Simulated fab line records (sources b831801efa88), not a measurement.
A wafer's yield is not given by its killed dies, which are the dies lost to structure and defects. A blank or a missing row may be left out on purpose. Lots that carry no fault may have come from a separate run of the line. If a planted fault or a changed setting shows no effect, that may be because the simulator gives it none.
What tool caused it? -- flow gf180mcu -- 13 lots with 39 wafers sampled at 4 steps, on a route of 602 steps

== WHAT THE GAUGES SHOWED, per wafer ==
GF_MIM_THK_MEAS_06. Usual: MIM_CVD_05_THK typically reads 42.0 nm, with standard deviation 0.47.
lot,measured,on,MIM_CVD_05_THK (nm),flag
L724,day 24 17:34,filmMetro-01,42.1 42.6 42.6,
L725,day 25 00:39,filmMetro-02,41.6 42.8 42.1,
L726,day 25 02:37,filmMetro-01,41.4 41.9 41.2,
L727,day 25 17:26,filmMetro-03,41.9 42.1 41.8,
L728,day 25 19:15,filmMetro-02,42.1 41.7 42.1,
L729,day 26 07:23,filmMetro-01,41.9 41.5 42.4,
L730,day 26 16:25,filmMetro-02,42.1 42.1 41.8,
L732,day 27 05:54,filmMetro-01,41.3 42.7 41.9,
L738,day 28 21:46,filmMetro-03,41.4 42.2 18.6 41.5 42.2 18.7,OFF
L741,day 29 18:11,filmMetro-02,42.1 41.8 42.1,
L742,day 29 23:14,filmMetro-01,41.3 41.9 18.4 41.3 41.9 18.4,OFF
L744,day 30 13:46,filmMetro-03,41.5 42.1 42.0,
L746,day 31 02:27,filmMetro-02,42.3 41.9 42.6,

== EACH LOT AND THE TOOL THAT RAN IT (in order: tool; ch and the chambers of the sampled wafers; start) ==
lot,GF_V3_SPUTTER_21,GF_MIM_SPUTTER_00,GF_MIM_CVD_05
L724,"pvdSputter-04, day 22 16:44","pvdSputter-01, day 24 17:18","pecvd-03 ch 0,2, day 24 17:31"
L725,"pvdSputter-02, day 22 23:47","pvdSputter-03, day 25 00:23","pecvd-03 ch 0,1, day 25 00:37"
L726,"pvdSputter-04, day 23 02:27","pvdSputter-01, day 25 02:20","pecvd-01 ch 0,1,2, day 25 02:34"
L727,"pvdSputter-04, day 23 18:08","pvdSputter-02, day 25 17:10","pecvd-02 ch 1,2, day 25 17:23"
L728,"pvdSputter-01, day 23 19:43","pvdSputter-02, day 25 19:00","pecvd-03 ch 0,1,2, day 25 19:13"
L729,"pvdSputter-04, day 24 09:00","pvdSputter-02, day 26 07:07","pecvd-03 ch 0,1,2, day 26 07:20"
L730,"pvdSputter-01, day 24 18:35","pvdSputter-02, day 26 16:09","pecvd-03 ch 0,1,2, day 26 16:22"
L732,"pvdSputter-04, day 25 08:38","pvdSputter-01, day 27 05:37","pecvd-02 ch 0,2, day 27 05:52"
L738,"pvdSputter-01, day 27 02:50","pvdSputter-01, day 28 21:31","pecvd-02 ch 0,1, day 28 21:44"
L741,"pvdSputter-02, day 27 23:16","pvdSputter-03, day 29 17:56","pecvd-03 ch 0,2, day 29 18:09"
L742,"pvdSputter-02, day 28 05:02","pvdSputter-03, day 29 22:59","pecvd-02 ch 1,2, day 29 23:12"
L744,"pvdSputter-02, day 28 19:47","pvdSputter-02, day 30 13:29","pecvd-03 ch 0,2, day 30 13:43"
L746,"pvdSputter-04, day 29 09:40","pvdSputter-01, day 31 02:12","pecvd-01 ch 0,1,2, day 31 02:25"
- GF_V3_SPUTTER_21: material Ti, target thk 15 nm, time 80.02 s.
- GF_MIM_SPUTTER_00: material Ti, target thk 37.5 nm, time 150 s.
- GF_MIM_CVD_05: deposits Si3N4, target thk 42 nm, time 29.086 s.

== AS READ BY THE TOOLS THEMSELVES (means over the sampled wafers that have a number; for cases with no such wafer, the mark the record gives instead) ==
GF_V3_SPUTTER_21. Usual: 30.2 % for throttleValvePct, sd 1.1.
lot,tool,throttleValvePct (%),flag
L724,pvdSputter-04,29.9,
L725,pvdSputter-02,30.0,
L726,pvdSputter-04,29.3,
L727,pvdSputter-04,29.9,
L728,pvdSputter-01,30.6,
L729,pvdSputter-04,29.8,
L730,pvdSputter-01,29.7,
L732,pvdSputter-04,29.5,
L738,pvdSputter-01,30.5,
L741,pvdSputter-02,31.2,
L742,pvdSputter-02,30.9,
L744,pvdSputter-02,30.5,
L746,pvdSputter-04,29.9,

GF_MIM_SPUTTER_00. Usual: 30.3 % for throttleValvePct, sd 1.1.
lot,tool,throttleValvePct (%),flag
L724,pvdSputter-01,29.5,
L725,pvdSputter-03,31.4,
L726,pvdSputter-01,29.4,
L727,pvdSputter-02,31.7,
L728,pvdSputter-02,31.0,
L729,pvdSputter-02,30.8,
L730,pvdSputter-02,32.0,
L732,pvdSputter-01,30.0,
L738,pvdSputter-01,30.2,
L741,pvdSputter-03,29.7,
L742,pvdSputter-03,30.1,
L744,pvdSputter-02,30.3,
L746,pvdSputter-01,30.3,

GF_MIM_CVD_05. Usual: 651 W for heaterPowerW, sd 81.
lot,tool,heaterPowerW (W),flag
L724,pecvd-03,669,
L725,pecvd-03,639,
L726,pecvd-01,680,
L727,pecvd-02,599,
L728,pecvd-03,679,
L729,pecvd-03,669,
L730,pecvd-03,673,
L732,pecvd-02,597,
L738,pecvd-02,598,
L741,pecvd-03,650,
L742,pecvd-02,626,
L744,pecvd-03,678,
L746,pecvd-01,705,

== THE ANSWER, worked out from the rows above alone ==
Rule: lot off if the mean of its wafers having a number is beyond 3 standard deviations from the usual mean. Also off: a lot with no number at a reading for which 4 or more lots have one. All remaining lots with rows at the step are treated as sound. First the gauges in route order, then the tools' own readings, where a lot's mean is used as printed above. The first step at which some lot is off is used, and at that step the reading that is off furthest; a lot without a number counts as furthest.
Off: L738, L742, at GF_MIM_THK_MEAS_06 (MIM_CVD_05_THK).
If a tool, at a process step before that reading, ran all the lots that are off and no sound lot after the first of them, it fits. Those tools and the gauges at GF_MIM_THK_MEAS_06 are tried in the same way. One candidate fits, namely pecvd-02 at GF_MIM_CVD_05. Its last sound lot is L732 (day 27 05:52), its first lot that is off L738 (day 28 21:44): a fault that began between those two fits.

== WHAT THE SIMULATOR PUT IN ==
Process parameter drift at GF_MIM_CVD_05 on pecvd-02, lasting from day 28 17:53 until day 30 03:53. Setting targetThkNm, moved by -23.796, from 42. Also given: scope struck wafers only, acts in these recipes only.
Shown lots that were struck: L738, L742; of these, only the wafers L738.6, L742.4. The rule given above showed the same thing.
